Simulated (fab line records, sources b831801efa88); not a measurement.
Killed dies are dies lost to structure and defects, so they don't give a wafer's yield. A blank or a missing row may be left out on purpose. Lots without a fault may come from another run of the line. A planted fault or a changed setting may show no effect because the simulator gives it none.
Which tool did it? | flow sky130 | 6 lots, 18 wafers sampled, at 1 step of a route of 708

WHAT THE GAUGES READ, wafer by wafer
SKY_FIELD_ISO_THK_MEAS_04.
lot  | measured    | on            | FIELD_ISO_CVD_03_THK (nm)
L924 | day 1 22:47 | film_metro-03 | 164.4 166.1 165.7
L932 | day 3 12:50 | film_metro-04 | 163.8 163.8 164.2
L936 | day 4 07:14 | film_metro-03 | 164.8 164.0 164.6
L939 | day 4 23:16 | film_metro-04 | 163.1 163.9 162.7
L943 | day 5 17:30 | film_metro-04 | 166.4 165.4 166.2
L945 | day 6 04:34 | film_metro-04 | 165.8 164.4 164.9

WHICH TOOL RAN EACH LOT (tool, then ch and the chambers of the sampled wafers, then the start)
The record holds no process step before these readings.

THE ANSWER, worked out from the rows above alone
Rule: what is usual is taken from the lots themselves. Put in order of their means at a reading, lots are off if they are a third of the lots or fewer, leave a main group of 4 or more, and stand apart from it by a gap of 3 or more times the standard deviation of the main group's means; of several such gaps the widest counts. A main group whose means are all the same, to the digits that the tables above print for the reading, isn't used. A lot without any number at a reading at which 4 lots or more have one is off too. The other lots that the step has rows for count as sound.
No lot is off at any reading shown: from this, nothing can be told.

WHAT THE SIMULATOR HAD PUT IN
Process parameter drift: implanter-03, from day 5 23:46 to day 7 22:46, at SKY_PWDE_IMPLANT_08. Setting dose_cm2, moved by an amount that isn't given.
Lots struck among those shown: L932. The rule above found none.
